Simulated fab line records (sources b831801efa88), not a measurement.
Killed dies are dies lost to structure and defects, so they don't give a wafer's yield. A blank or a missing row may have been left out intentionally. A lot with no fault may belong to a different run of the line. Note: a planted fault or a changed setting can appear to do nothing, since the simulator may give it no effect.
One fault through the eyes of 2 desks | flow sky130 | every desk sees just its own numbers, and what lay behind them comes last

## FOR THE TOOL OWNER'S DESK: implanter-02
For each lot that ran on this tool, the mean over its sampled wafers that have a number, from the tool's own readings at SKY_NWELL_IMPLANT_12. The brackets show how far a lot's mean lies from the usual mean; more than 4 standard deviations puts the lot out of limits, marked OUT.
Columns: A = doseIonsCm2 at SKY_NWELL_IMPLANT_12, usual 1.3001e+12; B = faradayCurrentUA at SKY_NWELL_IMPLANT_12, usual 7.32
lot  | first seen here | A                            | B
L336 | day 5 21:03     | 1.2987e+12                   | 7.33
L338 | day 6 07:48     | 1.2999e+12                   | 7.22
L339 | day 6 16:43     | 1.3003e+12                   | 7.43
L340 | day 7 01:44     | 1.2996e+12                   | 7.31
L343 | day 7 16:05     | 8.5217e+11 (-99 or more) OUT | 4.79 (-18) OUT
L344 | day 7 21:26     | 8.5483e+11 (-99 or more) OUT | 4.71 (-19) OUT
This desk's finding: out of limits on L343, L344; first on L343, day 7 16:05 (doseIonsCm2 at SKY_NWELL_IMPLANT_12). L336, L338, L339, L340: within limits.

## THE METROLOGY DESK
Lot by lot, what the gauges showed, no matter which tool ran the lot: averages of those sampled wafers that carry a number. The brackets show how far a lot's mean lies from the usual mean; more than 4 standard deviations puts the lot out of limits, marked OUT.
Columns: A = NWELL_RS at SKY_NWELL_RS_MEAS_29, usual 624.1 ohm/sq; B = VT_ADJUST_LVTN_TW at SKY_VT_ADJUST_LVTN_TW_MEAS_10, usual 243.3
lot  | first seen here | A                | B
L330 | day 5 09:16     | 623.9            | 244.3
L335 | day 6 11:18     | 624.1            | 244.5
L336 | day 6 16:05     | 625.2            | 244.7
L337 | day 6 22:12     | 624.9            | 245.0
L338 | day 7 03:12     | 625.4            | 244.7
L339 | day 7 13:32     | 625.0            | 243.5
L340 | day 7 22:22     | 623.6            | 244.7
L341 | day 8 01:25     | 624.5            | 240.7
L343 | day 8 13:28     | 639.3 (+12) OUT  | 242.0
L344 | day 8 18:56     | 635.7 (+8.9) OUT | 243.7
L349 | day 10 02:06    | 623.9            | 245.3
L351 | day 10 16:55    | 623.7            | 241.6
This desk finds L343, L344 out of limits, with the earliest case on L343 at day 8 13:28 (NWELL_RS at SKY_NWELL_RS_MEAS_29). L330, L335, L336, L337, L338, L339, L340, L341, L349, L351: within limits.

## PUT TOGETHER
The tool owner's desk had the chance to raise an alarm at day 7 16:05 on L343, L344.
On L343, L344, the metrology desk was in a position to raise an alarm at day 8 13:28.
SKY_NWELL_IMPLANT_12 was run on implanter-02 by each of the lots named.

## WHAT HAD BEEN PUT IN BY THE SIMULATOR
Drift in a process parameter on implanter-02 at SKY_NWELL_IMPLANT_12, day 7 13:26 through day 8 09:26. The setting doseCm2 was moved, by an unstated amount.
Shown lots that were struck: L343, L344.
Time in hours from fault onset to the first out-of-limits reading at each desk: tool owner's desk 3, metrology desk 24.
